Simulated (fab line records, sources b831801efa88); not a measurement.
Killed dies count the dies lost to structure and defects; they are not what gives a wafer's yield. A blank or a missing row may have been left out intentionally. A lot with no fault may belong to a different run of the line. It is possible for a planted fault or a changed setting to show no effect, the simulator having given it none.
What tool caused it? ; flow gf180mcu ; 18 wafers from 6 lots sampled at 4 of the route's 602 steps

== WHAT THE GAUGES READ, wafer by wafer ==
GF_PSD_RS_MEAS_14: uses a four-point probe to measure.
lot;measured;on;NSD_RS (ohm/sq)
L692;day 14 11:35;film_metro-04;46.12 46.18 46.14
L696;day 15 23:22;film_metro-01;46.19 48.00 46.09
L704;day 19 03:41;film_metro-03;46.08 46.04 46.04
L706;day 19 18:34;film_metro-01;46.14 46.15 46.15
L711;day 21 14:27;film_metro-01;46.14 46.04 46.09
L714;day 22 10:08;film_metro-04;46.10 46.18 46.09

== EACH LOT AND THE TOOL THAT RAN IT (in order: tool; ch and the chambers of the sampled wafers; start) ==
lot;GF_HV_LDD_STRIP_49;GF_HV_LDD_ETCHBACK_58;GF_PSD_RTA_13
L692;plasma_asher-01 ch 0,1, day 12 16:06;rie_diel-02 ch 0,2, day 12 19:02;rtp_anneal-02 ch 0, day 14 11:29
L696;plasma_asher-01 ch 1, day 14 01:41;rie_diel-02 ch 0,1,3, day 14 04:38;rtp_anneal-01 ch 0, day 15 23:17
L704;plasma_asher-03 ch 0,1, day 16 22:57;rie_diel-01 ch 0,3, day 17 02:58;rtp_anneal-01 ch 0, day 19 03:37
L706;plasma_asher-02 ch 0,1, day 17 14:03;rie_diel-03 ch 0,3, day 17 17:01;rtp_anneal-02 ch 0, day 19 18:29
L711;plasma_asher-02 ch 0,1, day 19 08:55;rie_diel-01 ch 1,2,3, day 19 12:43;rtp_anneal-01 ch 0, day 21 14:22
L714;plasma_asher-02 ch 0, day 20 05:43;rie_diel-03 ch 0,1,2, day 20 09:24;rtp_anneal-01 ch 0, day 22 10:02
- GF_HV_LDD_STRIP_49: strips in O2/N2.
- GF_HV_LDD_ETCHBACK_58: etches Si3N4 in CH3F/O2, stops on SiO2, time 100 s, target depth 90 nm.
- GF_PSD_RTA_13: time 20 s.

== THE ANSWER, worked out from the rows above alone ==
Rule: what is usual is taken from the lots themselves. The widest of any qualifying gaps counts: lots, ordered by their means at a reading, are off when they make up no more than a third of the lots, leave a main group of 4 or more, and stand apart from it by 3 or more times the standard deviation of that group's means. If all means in a main group match to the digits the tables above print for the reading, that group is not used. Also off: a lot with no number at a reading for which 4 or more lots have one. Any other lot the step has rows for is counted as sound.
Off: L696, at GF_PSD_RS_MEAS_14 (NSD_RS). For the main group the mean is 46.11 ohm/sq and the standard deviation 0.036.
If a tool, at a process step before that reading, ran all the lots that are off and no sound lot after the first of them, it fits. Gauges at GF_PSD_RS_MEAS_14: tried the same way as those tools. 2 tools fit, plasma_asher-01 at GF_HV_LDD_STRIP_49 and rie_diel-02 at GF_HV_LDD_ETCHBACK_58, so this cannot tell which one it is.

== WHAT THE SIMULATOR HAD PUT IN ==
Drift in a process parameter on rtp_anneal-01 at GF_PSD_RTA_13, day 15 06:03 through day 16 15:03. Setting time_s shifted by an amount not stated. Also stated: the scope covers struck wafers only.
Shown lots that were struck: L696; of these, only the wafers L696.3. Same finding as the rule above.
